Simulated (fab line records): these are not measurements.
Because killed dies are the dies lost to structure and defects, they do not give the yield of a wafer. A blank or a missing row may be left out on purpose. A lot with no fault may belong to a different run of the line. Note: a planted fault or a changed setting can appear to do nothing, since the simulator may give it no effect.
fab line records / flow sfq-line
record lots=14 wafers=42 last-day=83
route steps=325 shown I6@268 M8@315
lots with no fault: from the same line, run without faults
start-h: hours from the record's first day to the start of the lot's first wafer shown / wait-h: time in hours since the lot's previous step / " the same as in the row above / L1.1+2: several wafers, shown together as one row / - value missing, or start not given / * or withheld: withheld / < > ~ a bound
route shown NAME@n: a module of which the file shows steps, and the number in the route of the first / usual: mean/standard deviation of fault-free wafers / same: alike in all rows / chamber/n: place in a boat / sites: per-site readings / _std_site: standard deviation across them / _edge_site: outer sites' mean less inner sites' / radius-mm: how far each site lies from the wafer's centre / mask NAME#n: copy n / behind: the most recent tool/chamber to have shaped the wafer / hold: why the lot went on hold/how many hours it stayed there/how the hold came to an end / device: names the non-switching transistor (n, p or np) / end of line: the same wafers' tests at the end of the route / for a step that has no rows: nothing shown but its recipe / killed: count of dies lost to structure and defects at first sort (not the wafer's yield) / map: a wafer's dies, x killed, . not, _ none there
set.NAME: the setting as run; set.NAME@STEP: as run at that earlier step / model.NAME: the simulator's own value behind a step, which no gauge read
steps of the route over a sample of lots; a table a step, a row a wafer
services: from which hour (start-h, from the record's first day; less than 0 if before it) a tool's chamber was out of use, for how many hours, and why
## steps
# step SFQ_I6_BOW_MEAS_941
# recipe mode=bow
# usual I6_BOW=8/10
lot.wafer=L673.1 tool=film-metro-02 chamber=- start-h=1459.70 wait-h=1.1 I6_BOW[um]=2
lot.wafer=L673.2 tool=film-metro-02 chamber=- start-h=1459.70 wait-h=1.1 I6_BOW[um]=-6
lot.wafer=L673.4 tool=film-metro-02 chamber=- start-h=1459.70 wait-h=1.1 I6_BOW[um]=-1
lot.wafer=L674.1 tool=film-metro-04 chamber=- start-h=1460.71 wait-h=1.0 I6_BOW[um]=-1
lot.wafer=L674.3 tool=film-metro-04 chamber=- start-h=1460.71 wait-h=1.0 I6_BOW[um]=-10
lot.wafer=L674.4 tool=film-metro-04 chamber=- start-h=1460.71 wait-h=1.0 I6_BOW[um]=0
lot.wafer=L675.3 tool=film-metro-02 chamber=- start-h=1465.76 wait-h=2.0 I6_BOW[um]=24
lot.wafer=L675.4 tool=film-metro-02 chamber=- start-h=1465.76 wait-h=2.0 I6_BOW[um]=22
lot.wafer=L675.5 tool=film-metro-02 chamber=- start-h=1465.76 wait-h=2.0 I6_BOW[um]=30
lot.wafer=L676.4 tool=film-metro-04 chamber=- start-h=1467.92 wait-h=1.1 I6_BOW[um]=32
lot.wafer=L676.5 tool=film-metro-04 chamber=- start-h=1467.92 wait-h=1.1 I6_BOW[um]=17
lot.wafer=L676.6 tool=film-metro-04 chamber=- start-h=1467.92 wait-h=1.1 I6_BOW[um]=14
lot.wafer=L685.2 tool=film-metro-01 chamber=- start-h=1702.67 wait-h=2.0 I6_BOW[um]=7
lot.wafer=L685.3 tool=film-metro-01 chamber=- start-h=1702.67 wait-h=2.0 I6_BOW[um]=14
lot.wafer=L685.4 tool=film-metro-01 chamber=- start-h=1702.67 wait-h=2.0 I6_BOW[um]=-2
lot.wafer=L686.4 tool=film-metro-01 chamber=- start-h=1736.57 wait-h=2.1 I6_BOW[um]=10
lot.wafer=L686.5 tool=film-metro-01 chamber=- start-h=1736.57 wait-h=2.1 I6_BOW[um]=8
lot.wafer=L686.6 tool=film-metro-01 chamber=- start-h=1736.57 wait-h=2.1 I6_BOW[um]=19
lot.wafer=L687.1 tool=film-metro-01 chamber=- start-h=1751.83 wait-h=1.0 I6_BOW[um]=5
lot.wafer=L687.4 tool=film-metro-01 chamber=- start-h=1751.83 wait-h=1.0 I6_BOW[um]=10
lot.wafer=L687.6 tool=film-metro-01 chamber=- start-h=1751.83 wait-h=1.0 I6_BOW[um]=11
lot.wafer=L688.1 tool=film-metro-02 chamber=- start-h=1759.19 wait-h=1.0 I6_BOW[um]=7
lot.wafer=L688.3 tool=film-metro-02 chamber=- start-h=1759.19 wait-h=1.0 I6_BOW[um]=8
lot.wafer=L688.5 tool=film-metro-02 chamber=- start-h=1759.19 wait-h=1.0 I6_BOW[um]=25
lot.wafer=L689.2 tool=film-metro-04 chamber=- start-h=1766.25 wait-h=2.5 I6_BOW[um]=1
lot.wafer=L689.4 tool=film-metro-04 chamber=- start-h=1766.25 wait-h=2.5 I6_BOW[um]=6
lot.wafer=L689.6 tool=film-metro-04 chamber=- start-h=1766.25 wait-h=2.5 I6_BOW[um]=-3
lot.wafer=L690.2 tool=film-metro-01 chamber=- start-h=1769.85 wait-h=1.0 I6_BOW[um]=-1
lot.wafer=L690.3 tool=film-metro-01 chamber=- start-h=1769.85 wait-h=1.0 I6_BOW[um]=-10
lot.wafer=L690.4 tool=film-metro-01 chamber=- start-h=1769.85 wait-h=1.0 I6_BOW[um]=-17
lot.wafer=L691.2 tool=film-metro-04 chamber=- start-h=1772.85 wait-h=2.5 I6_BOW[um]=9
lot.wafer=L691.3 tool=film-metro-04 chamber=- start-h=1772.85 wait-h=2.5 I6_BOW[um]=-6
lot.wafer=L691.5 tool=film-metro-04 chamber=- start-h=1772.85 wait-h=2.5 I6_BOW[um]=2
lot.wafer=L693.2 tool=film-metro-02 chamber=- start-h=1795.33 wait-h=2.0 I6_BOW[um]=20
lot.wafer=L693.3 tool=film-metro-02 chamber=- start-h=1795.33 wait-h=2.0 I6_BOW[um]=12
lot.wafer=L693.6 tool=film-metro-02 chamber=- start-h=1795.33 wait-h=2.0 I6_BOW[um]=13
lot.wafer=L694.1 tool=film-metro-02 chamber=- start-h=1805.45 wait-h=2.0 I6_BOW[um]=9
lot.wafer=L694.3 tool=film-metro-02 chamber=- start-h=1805.45 wait-h=2.0 I6_BOW[um]=6
lot.wafer=L694.5 tool=film-metro-02 chamber=- start-h=1805.45 wait-h=2.0 I6_BOW[um]=1
lot.wafer=L695.1 tool=film-metro-01 chamber=- start-h=1807.15 wait-h=1.0 I6_BOW[um]=8
lot.wafer=L695.3 tool=film-metro-01 chamber=- start-h=1807.15 wait-h=1.0 I6_BOW[um]=1
lot.wafer=L695.4 tool=film-metro-01 chamber=- start-h=1807.15 wait-h=1.0 I6_BOW[um]=4
# step SFQ_TRILAYER_M8_LITHO_EXPOSE_194
# recipe mask-id=M8 na=0.6 source-shape=conventional sigma-outer=0.65 target-cd-nm=2000 dose-mj=14.4
# usual exposure-dose-mJ-cm2=14.401/0.013 focus-offset-nm=0.1/0.53
lot.wafer=L673.1 tool=krf-scanner-01 chamber=0 start-h=1809.48 wait-h=- mask=M8#0 exposure-dose-mJ-cm2=14.405 focus-offset-nm=0.3
lot.wafer=L673.2 tool=krf-scanner-01 chamber=0 start-h=1809.48 wait-h=- mask=M8#0 exposure-dose-mJ-cm2=14.412 focus-offset-nm=1.2
lot.wafer=L673.4 tool=krf-scanner-01 chamber=0 start-h=1809.48 wait-h=- mask=M8#0 exposure-dose-mJ-cm2=14.377 focus-offset-nm=0.9
lot.wafer=L674.1 tool=krf-scanner-01 chamber=0 start-h=1814.28 wait-h=- mask=M8#0 exposure-dose-mJ-cm2=14.383 focus-offset-nm=0.1
lot.wafer=L674.3 tool=krf-scanner-01 chamber=0 start-h=1814.28 wait-h=- mask=M8#0 exposure-dose-mJ-cm2=14.394 focus-offset-nm=0.1
lot.wafer=L674.4 tool=krf-scanner-01 chamber=0 start-h=1814.28 wait-h=- mask=M8#0 exposure-dose-mJ-cm2=14.405 focus-offset-nm=0.6
lot.wafer=L675.3 tool=krf-scanner-01 chamber=- start-h=1815.88 wait-h=- mask=M8#0 exposure-dose-mJ-cm2=- focus-offset-nm=-
lot.wafer=L675.4 tool=krf-scanner-01 chamber=- start-h=1815.88 wait-h=- mask=M8#0 exposure-dose-mJ-cm2=- focus-offset-nm=-
lot.wafer=L675.5 tool=krf-scanner-01 chamber=- start-h=1815.88 wait-h=- mask=M8#0 exposure-dose-mJ-cm2=- focus-offset-nm=-
lot.wafer=L676.4 tool=krf-scanner-01 chamber=- start-h=1818.48 wait-h=- mask=M8#0 exposure-dose-mJ-cm2=- focus-offset-nm=-
lot.wafer=L676.5 tool=krf-scanner-01 chamber=- start-h=1818.48 wait-h=- mask=M8#0 exposure-dose-mJ-cm2=- focus-offset-nm=-
lot.wafer=L676.6 tool=krf-scanner-01 chamber=- start-h=1818.48 wait-h=- mask=M8#0 exposure-dose-mJ-cm2=- focus-offset-nm=-
lot.wafer=L685.2 tool=krf-scanner-01 chamber=0 start-h=1884.25 wait-h=- mask=M8#0 exposure-dose-mJ-cm2=14.399 focus-offset-nm=-0.3
lot.wafer=L685.3 tool=krf-scanner-01 chamber=0 start-h=1884.25 wait-h=- mask=M8#0 exposure-dose-mJ-cm2=14.398 focus-offset-nm=-0.3
lot.wafer=L685.4 tool=krf-scanner-01 chamber=0 start-h=1884.25 wait-h=- mask=M8#0 exposure-dose-mJ-cm2=14.404 focus-offset-nm=-0.1
lot.wafer=L686.4 tool=krf-scanner-01 chamber=0 start-h=1885.85 wait-h=- mask=M8#0 exposure-dose-mJ-cm2=14.412 focus-offset-nm=0.9
lot.wafer=L686.5 tool=krf-scanner-01 chamber=0 start-h=1885.85 wait-h=- mask=M8#0 exposure-dose-mJ-cm2=14.405 focus-offset-nm=0.1
lot.wafer=L686.6 tool=krf-scanner-01 chamber=0 start-h=1885.85 wait-h=- mask=M8#0 exposure-dose-mJ-cm2=14.393 focus-offset-nm=0.1
lot.wafer=L687.1 tool=krf-scanner-01 chamber=0 start-h=1886.45 wait-h=- mask=M8#0 exposure-dose-mJ-cm2=14.412 focus-offset-nm=-0.4
lot.wafer=L687.4 tool=krf-scanner-01 chamber=0 start-h=1886.45 wait-h=- mask=M8#0 exposure-dose-mJ-cm2=14.392 focus-offset-nm=-0.5
lot.wafer=L687.6 tool=krf-scanner-01 chamber=0 start-h=1886.45 wait-h=- mask=M8#0 exposure-dose-mJ-cm2=14.412 focus-offset-nm=-0.3
lot.wafer=L688.1 tool=krf-scanner-01 chamber=0 start-h=1888.85 wait-h=- mask=M8#0 exposure-dose-mJ-cm2=14.395 focus-offset-nm=0.3
lot.wafer=L688.3 tool=krf-scanner-01 chamber=0 start-h=1888.85 wait-h=- mask=M8#0 exposure-dose-mJ-cm2=14.395 focus-offset-nm=0.0
lot.wafer=L688.5 tool=krf-scanner-01 chamber=0 start-h=1888.85 wait-h=- mask=M8#0 exposure-dose-mJ-cm2=14.412 focus-offset-nm=0.4
lot.wafer=L689.2 tool=krf-scanner-01 chamber=0 start-h=1891.45 wait-h=- mask=M8#0 exposure-dose-mJ-cm2=14.408 focus-offset-nm=1.1
lot.wafer=L689.4 tool=krf-scanner-01 chamber=0 start-h=1891.45 wait-h=- mask=M8#0 exposure-dose-mJ-cm2=14.397 focus-offset-nm=0.1
lot.wafer=L689.6 tool=krf-scanner-01 chamber=0 start-h=1891.45 wait-h=- mask=M8#0 exposure-dose-mJ-cm2=14.408 focus-offset-nm=0.8
lot.wafer=L690.2 tool=krf-scanner-01 chamber=0 start-h=1892.65 wait-h=- mask=M8#0 exposure-dose-mJ-cm2=14.394 focus-offset-nm=0.3
lot.wafer=L690.3 tool=krf-scanner-01 chamber=0 start-h=1892.65 wait-h=- mask=M8#0 exposure-dose-mJ-cm2=14.404 focus-offset-nm=0.0
lot.wafer=L690.4 tool=krf-scanner-01 chamber=0 start-h=1892.65 wait-h=- mask=M8#0 exposure-dose-mJ-cm2=14.409 focus-offset-nm=0.3
lot.wafer=L691.2 tool=krf-scanner-01 chamber=0 start-h=1893.85 wait-h=- mask=M8#0 exposure-dose-mJ-cm2=14.406 focus-offset-nm=-0.7
lot.wafer=L691.3 tool=krf-scanner-01 chamber=0 start-h=1893.85 wait-h=- mask=M8#0 exposure-dose-mJ-cm2=14.434 focus-offset-nm=-0.5
lot.wafer=L691.5 tool=krf-scanner-01 chamber=0 start-h=1893.85 wait-h=- mask=M8#0 exposure-dose-mJ-cm2=14.401 focus-offset-nm=0.5
lot.wafer=L693.2 tool=krf-scanner-01 chamber=0 start-h=1899.85 wait-h=- mask=M8#0 exposure-dose-mJ-cm2=14.395 focus-offset-nm=-0.3
lot.wafer=L693.3 tool=krf-scanner-01 chamber=0 start-h=1899.85 wait-h=- mask=M8#0 exposure-dose-mJ-cm2=14.395 focus-offset-nm=-1.1
lot.wafer=L693.6 tool=krf-scanner-01 chamber=0 start-h=1899.85 wait-h=- mask=M8#0 exposure-dose-mJ-cm2=14.408 focus-offset-nm=0.7
lot.wafer=L694.1 tool=krf-scanner-02 chamber=0 start-h=1916.74 wait-h=- mask=M8#0 exposure-dose-mJ-cm2=14.378 focus-offset-nm=0.8
lot.wafer=L694.3 tool=krf-scanner-02 chamber=0 start-h=1916.74 wait-h=- mask=M8#0 exposure-dose-mJ-cm2=14.381 focus-offset-nm=0.8
lot.wafer=L694.5 tool=krf-scanner-02 chamber=0 start-h=1916.74 wait-h=- mask=M8#0 exposure-dose-mJ-cm2=14.393 focus-offset-nm=-1.0
lot.wafer=L695.1 tool=krf-scanner-01 chamber=0 start-h=1983.74 wait-h=- mask=M8#0 exposure-dose-mJ-cm2=14.398 focus-offset-nm=0.3
lot.wafer=L695.3 tool=krf-scanner-01 chamber=0 start-h=1983.74 wait-h=- mask=M8#0 exposure-dose-mJ-cm2=14.432 focus-offset-nm=-0.6
lot.wafer=L695.4 tool=krf-scanner-01 chamber=0 start-h=1983.74 wait-h=- mask=M8#0 exposure-dose-mJ-cm2=14.406 focus-offset-nm=0.4
# step SFQ_M8_RS_MEAS_949
# recipe thk-meas-gauge=four-point-probe reads=Au_of_TRILAYER_M8_DEP_EVAP_196+Pt_of_TRILAYER_M8_DEP_EVAP_198+Ti_of_TRILAYER_M8_DEP_EVAP_197
# usual M8_AU_RS=0.1539/0.0015
lot.wafer=L673.1 tool=film-metro-03 chamber=- start-h=1811.75 wait-h=0.3 M8_AU_RS[ohm/sq]=0.1556
lot.wafer=L673.2 tool=film-metro-03 chamber=- start-h=1811.75 wait-h=0.3 M8_AU_RS[ohm/sq]=0.1535
lot.wafer=L673.4 tool=film-metro-03 chamber=- start-h=1811.75 wait-h=0.3 M8_AU_RS[ohm/sq]=0.1538
lot.wafer=L674.1 tool=film-metro-03 chamber=- start-h=1816.55 wait-h=0.3 M8_AU_RS[ohm/sq]=0.1538
lot.wafer=L674.3 tool=film-metro-03 chamber=- start-h=1816.55 wait-h=0.3 M8_AU_RS[ohm/sq]=0.1553
lot.wafer=L674.4 tool=film-metro-03 chamber=- start-h=1816.55 wait-h=0.3 M8_AU_RS[ohm/sq]=0.1549
lot.wafer=L675.3 tool=film-metro-04 chamber=- start-h=1817.79 wait-h=0.3 M8_AU_RS[ohm/sq]=0.1545
lot.wafer=L675.4 tool=film-metro-04 chamber=- start-h=1817.79 wait-h=0.3 M8_AU_RS[ohm/sq]=0.1518
lot.wafer=L675.5 tool=film-metro-04 chamber=- start-h=1817.79 wait-h=0.3 M8_AU_RS[ohm/sq]=0.1547
lot.wafer=L676.4 tool=film-metro-03 chamber=- start-h=1820.21 wait-h=0.3 M8_AU_RS[ohm/sq]=0.1539
lot.wafer=L676.5 tool=film-metro-03 chamber=- start-h=1820.21 wait-h=0.3 M8_AU_RS[ohm/sq]=0.1573
lot.wafer=L676.6 tool=film-metro-03 chamber=- start-h=1820.21 wait-h=0.3 M8_AU_RS[ohm/sq]=0.1563
lot.wafer=L685.2 tool=film-metro-04 chamber=- start-h=1886.34 wait-h=0.3 M8_AU_RS[ohm/sq]=0.1520
lot.wafer=L685.3 tool=film-metro-04 chamber=- start-h=1886.34 wait-h=0.3 M8_AU_RS[ohm/sq]=0.1511
lot.wafer=L685.4 tool=film-metro-04 chamber=- start-h=1886.34 wait-h=0.3 M8_AU_RS[ohm/sq]=0.1514
lot.wafer=L686.4 tool=film-metro-02 chamber=- start-h=1887.58 wait-h=0.3 M8_AU_RS[ohm/sq]=0.1538
lot.wafer=L686.5 tool=film-metro-02 chamber=- start-h=1887.58 wait-h=0.3 M8_AU_RS[ohm/sq]=0.1525
lot.wafer=L686.6 tool=film-metro-02 chamber=- start-h=1887.58 wait-h=0.3 M8_AU_RS[ohm/sq]=0.1559
lot.wafer=L687.1 tool=film-metro-03 chamber=- start-h=1888.72 wait-h=0.3 M8_AU_RS[ohm/sq]=0.1540
lot.wafer=L687.4 tool=film-metro-03 chamber=- start-h=1888.72 wait-h=0.3 M8_AU_RS[ohm/sq]=0.1528
lot.wafer=L687.6 tool=film-metro-03 chamber=- start-h=1888.72 wait-h=0.3 M8_AU_RS[ohm/sq]=0.1541
lot.wafer=L688.1 tool=film-metro-02 chamber=- start-h=1891.12 wait-h=0.3 M8_AU_RS[ohm/sq]=0.1560
lot.wafer=L688.3 tool=film-metro-02 chamber=- start-h=1891.12 wait-h=0.3 M8_AU_RS[ohm/sq]=0.1551
lot.wafer=L688.5 tool=film-metro-02 chamber=- start-h=1891.12 wait-h=0.3 M8_AU_RS[ohm/sq]=0.1546
lot.wafer=L689.2 tool=film-metro-02 chamber=- start-h=1893.54 wait-h=0.3 M8_AU_RS[ohm/sq]=0.1538
lot.wafer=L689.4 tool=film-metro-02 chamber=- start-h=1893.54 wait-h=0.3 M8_AU_RS[ohm/sq]=0.1542
lot.wafer=L689.6 tool=film-metro-02 chamber=- start-h=1893.54 wait-h=0.3 M8_AU_RS[ohm/sq]=0.1546
lot.wafer=L690.2 tool=film-metro-04 chamber=- start-h=1894.74 wait-h=0.3 M8_AU_RS[ohm/sq]=0.1546
lot.wafer=L690.3 tool=film-metro-04 chamber=- start-h=1894.74 wait-h=0.3 M8_AU_RS[ohm/sq]=0.1554
lot.wafer=L690.4 tool=film-metro-04 chamber=- start-h=1894.74 wait-h=0.3 M8_AU_RS[ohm/sq]=0.1571
lot.wafer=L691.2 tool=film-metro-03 chamber=- start-h=1895.94 wait-h=0.3 M8_AU_RS[ohm/sq]=0.1527
lot.wafer=L691.3 tool=film-metro-03 chamber=- start-h=1895.94 wait-h=0.3 M8_AU_RS[ohm/sq]=0.1533
lot.wafer=L691.5 tool=film-metro-03 chamber=- start-h=1895.94 wait-h=0.3 M8_AU_RS[ohm/sq]=0.1541
lot.wafer=L693.2 tool=film-metro-04 chamber=- start-h=1901.94 wait-h=0.3 M8_AU_RS[ohm/sq]=0.1540
lot.wafer=L693.3 tool=film-metro-04 chamber=- start-h=1901.94 wait-h=0.3 M8_AU_RS[ohm/sq]=0.1545
lot.wafer=L693.6 tool=film-metro-04 chamber=- start-h=1901.94 wait-h=0.3 M8_AU_RS[ohm/sq]=0.1556
lot.wafer=L694.1 tool=film-metro-02 chamber=- start-h=1919.01 wait-h=0.3 M8_AU_RS[ohm/sq]=0.1569
lot.wafer=L694.3 tool=film-metro-02 chamber=- start-h=1919.01 wait-h=0.3 M8_AU_RS[ohm/sq]=0.1543
lot.wafer=L694.5 tool=film-metro-02 chamber=- start-h=1919.01 wait-h=0.3 M8_AU_RS[ohm/sq]=0.1564
lot.wafer=L695.1 tool=film-metro-04 chamber=- start-h=1986.01 wait-h=0.3 M8_AU_RS[ohm/sq]=0.1517
lot.wafer=L695.3 tool=film-metro-04 chamber=- start-h=1986.01 wait-h=0.3 M8_AU_RS[ohm/sq]=0.1523
lot.wafer=L695.4 tool=film-metro-04 chamber=- start-h=1986.01 wait-h=0.3 M8_AU_RS[ohm/sq]=0.1531
# step SFQ_M8_BOW_MEAS_951
# recipe mode=bow
# usual M8_BOW=10/11
lot.wafer=L673.1 tool=film-metro-02 chamber=- start-h=1812.10 wait-h=0.0 M8_BOW[um]=3
lot.wafer=L673.2 tool=film-metro-02 chamber=- start-h=1812.10 wait-h=0.0 M8_BOW[um]=-5
lot.wafer=L673.4 tool=film-metro-02 chamber=- start-h=1812.10 wait-h=0.0 M8_BOW[um]=2
lot.wafer=L674.1 tool=film-metro-02 chamber=- start-h=1816.90 wait-h=0.0 M8_BOW[um]=0
lot.wafer=L674.3 tool=film-metro-02 chamber=- start-h=1816.90 wait-h=0.0 M8_BOW[um]=-10
lot.wafer=L674.4 tool=film-metro-02 chamber=- start-h=1816.90 wait-h=0.0 M8_BOW[um]=2
lot.wafer=L675.3 tool=film-metro-02 chamber=- start-h=1818.14 wait-h=0.0 M8_BOW[um]=34
lot.wafer=L675.4 tool=film-metro-02 chamber=- start-h=1818.14 wait-h=0.0 M8_BOW[um]=33
lot.wafer=L675.5 tool=film-metro-02 chamber=- start-h=1818.14 wait-h=0.0 M8_BOW[um]=39
lot.wafer=L676.4 tool=film-metro-04 chamber=- start-h=1820.58 wait-h=0.1 M8_BOW[um]=30
lot.wafer=L676.5 tool=film-metro-04 chamber=- start-h=1820.58 wait-h=0.1 M8_BOW[um]=15
lot.wafer=L676.6 tool=film-metro-04 chamber=- start-h=1820.58 wait-h=0.1 M8_BOW[um]=13
lot.wafer=L685.2 tool=film-metro-03 chamber=- start-h=1886.70 wait-h=0.0 M8_BOW[um]=6
lot.wafer=L685.3 tool=film-metro-03 chamber=- start-h=1886.70 wait-h=0.0 M8_BOW[um]=12
lot.wafer=L685.4 tool=film-metro-03 chamber=- start-h=1886.70 wait-h=0.0 M8_BOW[um]=-4
lot.wafer=L686.4 tool=film-metro-04 chamber=- start-h=1887.95 wait-h=0.1 M8_BOW[um]=12
lot.wafer=L686.5 tool=film-metro-04 chamber=- start-h=1887.95 wait-h=0.1 M8_BOW[um]=10
lot.wafer=L686.6 tool=film-metro-04 chamber=- start-h=1887.95 wait-h=0.1 M8_BOW[um]=21
lot.wafer=L687.1 tool=film-metro-02 chamber=- start-h=1889.08 wait-h=0.0 M8_BOW[um]=7
lot.wafer=L687.4 tool=film-metro-02 chamber=- start-h=1889.08 wait-h=0.0 M8_BOW[um]=13
lot.wafer=L687.6 tool=film-metro-02 chamber=- start-h=1889.08 wait-h=0.0 M8_BOW[um]=14
lot.wafer=L688.1 tool=film-metro-03 chamber=- start-h=1891.48 wait-h=0.0 M8_BOW[um]=9
lot.wafer=L688.3 tool=film-metro-03 chamber=- start-h=1891.48 wait-h=0.0 M8_BOW[um]=11
lot.wafer=L688.5 tool=film-metro-03 chamber=- start-h=1891.48 wait-h=0.0 M8_BOW[um]=26
lot.wafer=L689.2 tool=film-metro-03 chamber=- start-h=1893.91 wait-h=0.0 M8_BOW[um]=3
lot.wafer=L689.4 tool=film-metro-03 chamber=- start-h=1893.91 wait-h=0.0 M8_BOW[um]=7
lot.wafer=L689.6 tool=film-metro-03 chamber=- start-h=1893.91 wait-h=0.0 M8_BOW[um]=-2
lot.wafer=L690.2 tool=film-metro-02 chamber=- start-h=1895.11 wait-h=0.0 M8_BOW[um]=9
lot.wafer=L690.3 tool=film-metro-02 chamber=- start-h=1895.11 wait-h=0.0 M8_BOW[um]=-1
lot.wafer=L690.4 tool=film-metro-02 chamber=- start-h=1895.11 wait-h=0.0 M8_BOW[um]=-7
lot.wafer=L691.2 tool=film-metro-04 chamber=- start-h=1896.30 wait-h=0.0 M8_BOW[um]=12
lot.wafer=L691.3 tool=film-metro-04 chamber=- start-h=1896.30 wait-h=0.0 M8_BOW[um]=-4
lot.wafer=L691.5 tool=film-metro-04 chamber=- start-h=1896.30 wait-h=0.0 M8_BOW[um]=5
lot.wafer=L693.2 tool=film-metro-02 chamber=- start-h=1902.30 wait-h=0.0 M8_BOW[um]=22
lot.wafer=L693.3 tool=film-metro-02 chamber=- start-h=1902.30 wait-h=0.0 M8_BOW[um]=14
lot.wafer=L693.6 tool=film-metro-02 chamber=- start-h=1902.30 wait-h=0.0 M8_BOW[um]=16
lot.wafer=L694.1 tool=film-metro-02 chamber=- start-h=1919.37 wait-h=0.0 M8_BOW[um]=15
lot.wafer=L694.3 tool=film-metro-02 chamber=- start-h=1919.37 wait-h=0.0 M8_BOW[um]=10
lot.wafer=L694.5 tool=film-metro-02 chamber=- start-h=1919.37 wait-h=0.0 M8_BOW[um]=6
lot.wafer=L695.1 tool=film-metro-03 chamber=- start-h=1986.38 wait-h=0.0 M8_BOW[um]=4
lot.wafer=L695.3 tool=film-metro-03 chamber=- start-h=1986.38 wait-h=0.0 M8_BOW[um]=-1
lot.wafer=L695.4 tool=film-metro-03 chamber=- start-h=1986.38 wait-h=0.0 M8_BOW[um]=1
## services
tool=krf-scanner-01 chamber=- start-h=1798.58 hours=1.3 kind=pm
tool=krf-scanner-02 chamber=- start-h=1800.41 hours=0.8 kind=pm
tool=krf-scanner-02 chamber=- start-h=1810.68 hours=1.0 kind=pm
tool=krf-scanner-01 chamber=- start-h=1825.08 hours=1.0 kind=pm
tool=krf-scanner-02 chamber=- start-h=1834.90 hours=0.9 kind=repair
tool=krf-scanner-02 chamber=- start-h=1865.93 hours=1.3 kind=pm
tool=krf-scanner-02 chamber=- start-h=1905.24 hours=10.4 kind=repair
tool=krf-scanner-01 chamber=- start-h=1923.00 hours=1.1 kind=repair
tool=krf-scanner-02 chamber=- start-h=1959.74 hours=0.3 kind=repair
tool=krf-scanner-02 chamber=- start-h=1967.52 hours=0.8 kind=pm
tool=krf-scanner-01 chamber=- start-h=1975.24 hours=1.3 kind=pm
tool=krf-scanner-02 chamber=- start-h=1980.16 hours=1.0 kind=pm
## key
first-sign step=SFQ_TRILAYER_M8_LITHO_EXPOSE_194 reading=tool-record direction=missing
effect none on later readings
met-at SFQ_TRILAYER_M8_LITHO_EXPOSE_194
struck-lots L675,L676
not-acting-at SFQ_I6_BOW_MEAS_941,SFQ_M8_RS_MEAS_949,SFQ_M8_BOW_MEAS_951
onset-between 1814.28 1815.88
fault kind=skipped-step-whole tool=krf-scanner-01 chamber=- onset-h=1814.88 steps=SFQ_TRILAYER_M8_LITHO_EXPOSE_194 scope=struck-lots-only
